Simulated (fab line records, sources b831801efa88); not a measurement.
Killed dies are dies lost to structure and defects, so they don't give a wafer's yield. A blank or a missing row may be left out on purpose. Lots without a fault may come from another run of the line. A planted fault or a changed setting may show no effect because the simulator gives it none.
Tool commonality check | flow sky130 | 12 lots, 36 wafers sampled

WHY IT WAS OPENED
At SKY_VT_ADJUST_PCH_TW_MEAS_10 the reading VT_ADJUST_PCH_TW is flagged on 2 of 12 lots. Wafers without a fault read 143.5, standard deviation 0.75.
Rule: a lot is flagged when every wafer of it that has a number lies more than 4 standard deviations from that mean, or none has a number. The other lots count as sound.

lot  | measured     | on            | VT_ADJUST_PCH_TW, wafer by wafer | flag
L752 | day 10 06:34 | film_metro-04 | 143.3 143.0 143.0                |
L754 | day 10 23:02 | film_metro-02 | 143.5 142.5 142.8                |
L755 | day 11 05:14 | film_metro-04 | 142.2 142.9 143.1                |
L756 | day 11 09:37 | film_metro-03 | 145.1 145.0 144.5                |
L757 | day 11 17:47 | film_metro-04 | 142.8 142.0 142.9                |
L759 | day 12 11:41 | film_metro-04 | 143.5 142.9 143.8                |
L761 | day 14 03:20 | film_metro-03 | 144.9 144.1 144.3                |
L763 | day 14 05:20 | film_metro-04 | 143.1 143.3 142.9                |
L771 | day 16 12:38 | film_metro-04 | 137.1 137.9 137.8                | FLAGGED
L772 | day 16 22:14 | film_metro-03 | 138.1 138.0 138.0                | FLAGGED
L774 | day 17 12:58 | film_metro-04 | 144.0 143.5 144.2                |
L775 | day 17 15:35 | film_metro-04 | 143.1 144.2 143.7                |
The numbers of the flagged lots are 137.8 on average: -5.7 against the usual, or -8 standard deviations.

WHICH TOOL RAN EACH LOT
The record holds 2 process steps before the reading, out of a route of 708 steps. In each cell: the tool, then ch and the chambers that the sampled wafers went through, then the start.
lot  | flag    | SKY_VT_ADJUST_HVTP_STRIP_10          | SKY_VT_ADJUST_PCH_IMPLANT_08
L752 |         | plasma_asher-02 ch 0,1, day 6 01:04  | implanter-04 ch 0, day 10 06:19
L754 |         | plasma_asher-01 ch 0,1, day 6 13:17  | implanter-02 ch 0, day 10 22:49
L755 |         | plasma_asher-01 ch 0,1, day 6 22:13  | implanter-03 ch 0, day 11 04:59
L756 |         | plasma_asher-04 ch 0,1, day 6 23:28  | implanter-02 ch 0, day 11 09:22
L757 |         | plasma_asher-01 ch 0,1, day 7 07:13  | implanter-04 ch 0, day 11 17:32
L759 |         | plasma_asher-04 ch 0,1, day 7 23:34  | implanter-02 ch 0, day 12 11:28
L761 |         | plasma_asher-02 ch 0,1, day 9 05:08  | implanter-02 ch 0, day 14 03:08
L763 |         | plasma_asher-02 ch 1, day 9 06:28    | implanter-04 ch 0, day 14 05:07
L771 | FLAGGED | plasma_asher-02 ch 0,1, day 11 03:03 | implanter-02 ch 0, day 16 12:23
L772 | FLAGGED | plasma_asher-04 ch 0,1, day 11 10:40 | implanter-02 ch 0, day 16 21:59
L774 |         | plasma_asher-01 ch 0,1, day 11 23:00 | implanter-03 ch 0, day 17 12:43
L775 |         | plasma_asher-04 ch 0, day 12 02:34   | implanter-04 ch 0, day 17 15:20
What these steps do:
- SKY_VT_ADJUST_HVTP_STRIP_10: strips in O2/N2.
- SKY_VT_ADJUST_PCH_IMPLANT_08
- SKY_VT_ADJUST_PCH_TW_MEAS_10

FLAGGED OVER TOTAL, TOOL BY TOOL (the gauges that took the reading come last)
step                         | tool            | lots run | flagged | share of the flagged lots | sound lots run after its first flagged lot
SKY_VT_ADJUST_HVTP_STRIP_10  | plasma_asher-01 | 4        | 0       | none                      | -
SKY_VT_ADJUST_HVTP_STRIP_10  | plasma_asher-02 | 4        | 1       | some                      | 0
SKY_VT_ADJUST_HVTP_STRIP_10  | plasma_asher-04 | 4        | 1       | some                      | 1 (L775)
SKY_VT_ADJUST_PCH_IMPLANT_08 | implanter-02    | 6        | 2       | all                       | 0
SKY_VT_ADJUST_PCH_IMPLANT_08 | implanter-03    | 2        | 0       | none                      | -
SKY_VT_ADJUST_PCH_IMPLANT_08 | implanter-04    | 4        | 0       | none                      | -
SKY_VT_ADJUST_PCH_TW_MEAS_10 | film_metro-02   | 1        | 0       | none                      | -
SKY_VT_ADJUST_PCH_TW_MEAS_10 | film_metro-03   | 3        | 1       | some                      | 0
SKY_VT_ADJUST_PCH_TW_MEAS_10 | film_metro-04   | 8        | 1       | some                      | 2 (L774,L775)

WHAT THE TABLE ALLOWS
1 row of the table ran every flagged lot: implanter-02 at SKY_VT_ADJUST_PCH_IMPLANT_08.
- implanter-02 at SKY_VT_ADJUST_PCH_IMPLANT_08: 2 of its 6 lots flagged. Its last sound lot is L761 (day 14 03:08), its first flagged lot L771 (day 16 12:23): a fault that began between those two fits. Its own readings lie more than 4 standard deviations out on every wafer of the flagged lots: dose_ions_cm2, faraday_current_uA.
One tool is left: implanter-02 at SKY_VT_ADJUST_PCH_IMPLANT_08.

WHAT THE SIMULATOR HAD PUT IN
Process parameter drift: implanter-02, from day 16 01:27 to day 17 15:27, at SKY_VT_ADJUST_PCH_IMPLANT_08. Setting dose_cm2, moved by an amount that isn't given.
Lots struck among those shown: L771, L772. The rule above found the same.
